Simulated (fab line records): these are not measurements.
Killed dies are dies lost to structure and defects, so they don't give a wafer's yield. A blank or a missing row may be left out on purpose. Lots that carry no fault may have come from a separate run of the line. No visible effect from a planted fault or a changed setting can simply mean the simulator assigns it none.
fab line records	flow gf180mcu
[record] lots = 14	wafers = 42	last_day = 33
route steps=602 shown STI@12
lots that met no fault: taken from a fault-free run of the same line
start_h: start of the lot's first displayed wafer, in hours after the record's first day	wait_h: time in hours since the lot's previous step	" repeats the value in the row above	L1.1+2: several wafers, shown together as one row	- no value, or no start given	* or withheld: withheld	< > ~ a bound
route shown NAME@n: names a module that has steps shown in the file, with the first one's number in the route	usual: mean/standard deviation taken from wafers without a fault	same: alike in all rows	chamber/n: place in a boat	sites: each site's reading	_std_site: their standard deviation	_edge_site: mean of outer sites minus mean of inner sites	radius_mm: how far each site lies from the wafer's centre	mask NAME#n: copy n	behind: the tool/chamber that last shaped the wafer	hold: why the lot was held/for how many hours/how that ended	device: the n, p or np transistor that did not switch	end of line: at the end of the route, the tests of the same wafers	for a step that has no rows: nothing shown but its recipe	killed: at the first sort, the dies lost to defects and structure; wafer yield is something else	map: shows each die of a wafer: x if killed, . if not, _ if none is there
set.NAME: setting as actually run; set.NAME@STEP: the setting as run at that earlier step	model.NAME: the simulator's own value behind a step, which no gauge read
steps of the route over a sample of lots; a table a step, a row a wafer
services: when a tool's chamber went out of use (start_h, in hours from the record's first day, below 0 if earlier), for how many hours, and the reason
[[steps]]
[step GF_STI_DEVELOP_11]
[recipe] develop_time_s = 60	dev_temp_c = 21
[usual] chill_plate_temp_C = 23.00/0.11	develop_time_s = 60/0	developer_temp_C = 21.00/0.1
lot.wafer	tool	chamber	start_h	wait_h	chill_plate_temp_C	develop_time_s	developer_temp_C
L782.4	litho_track-03	0	25.49	0.1	22.75	60	20.87
L782.5	"	0	"	"	22.90	60	20.97
L782.6	"	0	"	"	22.90	60	20.91
L785.1	litho_track-01	0	40.96	0.2	23.04	60	21.19
L785.2	"	0	"	"	22.89	60	21.03
L785.5	"	0	"	"	22.95	60	21.24
L786.1	litho_track-02	0	46.31	0.2	23.15	60	20.97
L786.4	"	0	"	"	23.21	60	20.87
L786.5	"	0	"	"	22.98	60	20.96
L787.1	litho_track-02	0	50.76	0.2	23.22	60	20.94
L787.2	"	0	"	"	22.96	60	20.86
L787.5	"	0	"	"	23.03	60	21.00
L788.1	litho_track-02	0	56.11	0.2	23.03	60	21.03
L788.2	"	0	"	"	23.08	60	21.15
L788.6	"	0	"	"	22.81	60	21.13
L789.2	litho_track-03	0	61.29	0.2	23.21	60	20.96
L789.5	"	0	"	"	23.05	60	20.99
L789.6	"	0	"	"	23.08	60	21.02
L793.3	litho_track-02	0	82.11	0.1	22.99	60	21.11
L793.5	"	0	"	"	22.99	60	20.95
L793.6	"	0	"	"	22.95	60	21.02
L794.4	litho_track-02	0	86.54	0.1	23.16	60	20.79
L794.5	"	0	"	"	23.09	60	21.05
L794.6	"	0	"	"	22.98	60	20.92
L796.1	litho_track-03	0	99.46	0.2	23.03	60	21.07
L796.2	"	0	"	"	23.08	60	20.96
L796.6	"	0	"	"	23.07	60	21.21
L797.2	litho_track-01	0	102.38	0.2	23.16	60	20.98
L797.4	"	0	"	"	23.07	60	20.99
L797.5	"	0	"	"	23.20	60	20.99
L798.2	litho_track-02	0	107.64	0.2	22.98	60	21.00
L798.3	"	0	"	"	22.92	60	21.23
L798.4	"	0	"	"	22.95	60	21.06
L799.1	litho_track-02	-	112.61	0.2	-	-	-
L799.4	"	-	"	"	-	-	-
L799.5	"	-	"	"	-	-	-
L800.1	litho_track-01	-	116.96	0.2	-	-	-
L800.3	"	-	"	"	-	-	-
L800.5	"	-	"	"	-	-	-
L802.2	litho_track-03	0	128.29	0.2	22.81	60	21.01
L802.5	"	0	"	"	23.00	60	20.93
L802.6	"	0	"	"	23.06	60	20.92
[[services]]
tool	chamber	start_h	hours	kind
litho_track-01	-	27.31	-	consumable_replace:filter
[[key]]
[first_sign] step = GF_STI_DEVELOP_11	reading = tool_record	direction = missing
effect none on later readings
met_at GF_STI_DEVELOP_11
struck_lots L799,L800
later_rows_left_out L799.1,L799.4,L799.5,L800.1,L800.3,L800.5
sort_left_out L799.1,L799.4,L799.5,L800.1,L800.3,L800.5
tester_left_out L799,L800
onset_between 107.64 112.61
[fault] kind = skipped_step_whole	tool = litho_track-01,litho_track-02	chamber = -	onset_h = 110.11	steps = GF_STI_DEVELOP_11	scope = struck_lots_only
// tester_left_out: of these lots the tester's yield and bins aren't shown, on N5 and GAA mostly nor the transistor test; their killed dies are dies lost to structure and defects alone, not to doping, threshold or leakage, so they don't give the yield
// sort_left_out: the simulated sort isn't trusted on such a fault, so these wafers' sort isn't shown, and their yield isn't known
// later_rows_left_out: the simulator's readings of these wafers behind a module that went badly wrong aren't trusted and aren't shown, but for the sort
